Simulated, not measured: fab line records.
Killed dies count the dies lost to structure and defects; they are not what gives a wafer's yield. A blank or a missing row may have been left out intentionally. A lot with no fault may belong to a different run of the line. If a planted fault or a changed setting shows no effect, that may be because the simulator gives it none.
Chamber matching | flow sky130 | SKY_VIA1_ETCH_14 on rie-diel-02: 4 sister chambers
The step etches BARC in N2/H2, stops on SiO2, time 45.9 s, target depth 60 nm. 27 wafers are shown with their chamber, then 12 later ones without.

## WAFERS, EACH WITH ITS CHAMBER
wafer  | chamber | drypump-motor-current-A (A) | throttle-valve-pct (%) | n2-flow-sccm (sccm)
L075.3 | 0       | 6.6                         | 13.230                 | 100.6
L075.4 | 2       | 5.6                         | 13.236                 | 99.9
L075.5 | 3       | 5.7                         | 13.238                 | 99.7
L076.1 | 1       | 5.5                         | 13.210                 | 100.3
L076.2 | 0       | 6.6                         | 13.225                 | 100.4
L076.6 | 0       | 6.6                         | 13.213                 | 99.9
L078.1 | 0       | 6.6                         | 13.229                 | 100.2
L078.5 | 3       | 5.7                         | 13.225                 | 99.4
L078.6 | 0       | 6.7                         | 13.222                 | 100.4
L079.2 | 0       | 6.6                         | 13.220                 | 99.9
L079.3 | 1       | 5.5                         | 13.211                 | 100.2
L079.4 | 3       | 5.7                         | 13.211                 | 100.2
L083.2 | 2       | 5.6                         | 13.229                 | 100.6
L083.3 | 1       | 5.5                         | 13.227                 | 99.8
L083.4 | 3       | 5.7                         | 13.220                 | 100.0
L084.1 | 1       | 5.4                         | 13.220                 | 100.2
L084.3 | 3       | 5.7                         | 13.221                 | 99.8
L084.4 | 3       | 5.7                         | 13.215                 | 100.6
L085.2 | 3       | 5.7                         | 13.240                 | 99.9
L085.4 | 0       | 6.6                         | 13.226                 | 100.2
L085.5 | 3       | 5.7                         | 13.229                 | 99.7
L087.2 | 1       | 5.5                         | 13.224                 | 100.3
L087.3 | 3       | 5.7                         | 13.225                 | 99.8
L087.5 | 3       | 5.7                         | 13.223                 | 100.0
L088.3 | 2       | 5.7                         | 13.217                 | 100.1
L088.5 | 3       | 5.7                         | 13.220                 | 100.2
L088.6 | 2       | 5.6                         | 13.225                 | 100.0

SIGNATURES (averages over the wafers above)
reading                 | chamber 0 | chamber 1 | chamber 2 | chamber 3 | scatter within a chamber
drypump-motor-current-A | 6.614     | 5.480     | 5.625     | 5.700     | 0.0324
throttle-valve-pct      | 13.22357  | 13.21840  | 13.22675  | 13.22427  | 0.0078
n2-flow-sccm            | 100.229   | 100.160   | 100.150   | 99.936    | 0.288
Rule: for a wafer and a chamber, the distance is found by dividing, reading by reading, the gap between the wafer's reading and the chamber's mean by the reading's scatter, squaring, summing and taking the root. The wafer belongs to the nearest chamber; if the next one is less than 2 further off, it can't be placed. The scatter: take each reading less its chamber's mean, square it, sum over the shown wafers, divide by the number of wafers less the number of chambers, and take the root.

## WAFERS WHOSE CHAMBER IS MISSING
wafer  | drypump-motor-current-A (A) | throttle-valve-pct (%) | n2-flow-sccm (sccm)
L089.4 | 5.7                         | 13.243                 | 99.6
L089.5 | 5.7                         | 13.223                 | 99.5
L089.6 | 6.7                         | 13.223                 | 99.8
L092.1 | 5.6                         | 13.230                 | 100.4
L092.4 | 5.5                         | 13.223                 | 100.0
L092.6 | 5.6                         | 13.230                 | 100.0
L093.2 | 5.5                         | 13.239                 | 99.8
L093.3 | 6.6                         | 13.226                 | 99.5
L093.5 | 5.5                         | 13.223                 | 99.9
L097.2 | 5.8                         | 13.225                 | 100.4
L097.3 | 6.6                         | 13.220                 | 100.5
L097.4 | 5.5                         | 13.235                 | 100.5

## THE CHAMBER EACH PASSED THROUGH
wafer  | from the rows above     | in truth
L089.4 | can't be placed: 3 or 2 | 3
L089.5 | can't be placed: 3 or 2 | 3
L089.6 | 0                       | 0
L092.1 | 2                       | 2
L092.4 | 1                       | 1
L092.6 | 2                       | 2
L093.2 | can't be placed: 1 or 2 | 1
L093.3 | 0                       | 0
L093.5 | 1                       | 1
L097.2 | can't be placed: 3 or 2 | 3
L097.3 | 0                       | 0
L097.4 | can't be placed: 1 or 2 | 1
Correct placement for 7 of the 12. From these rows, 5 cannot be placed; in 5 the true chamber is one of the candidates. Placed wrongly: 0.
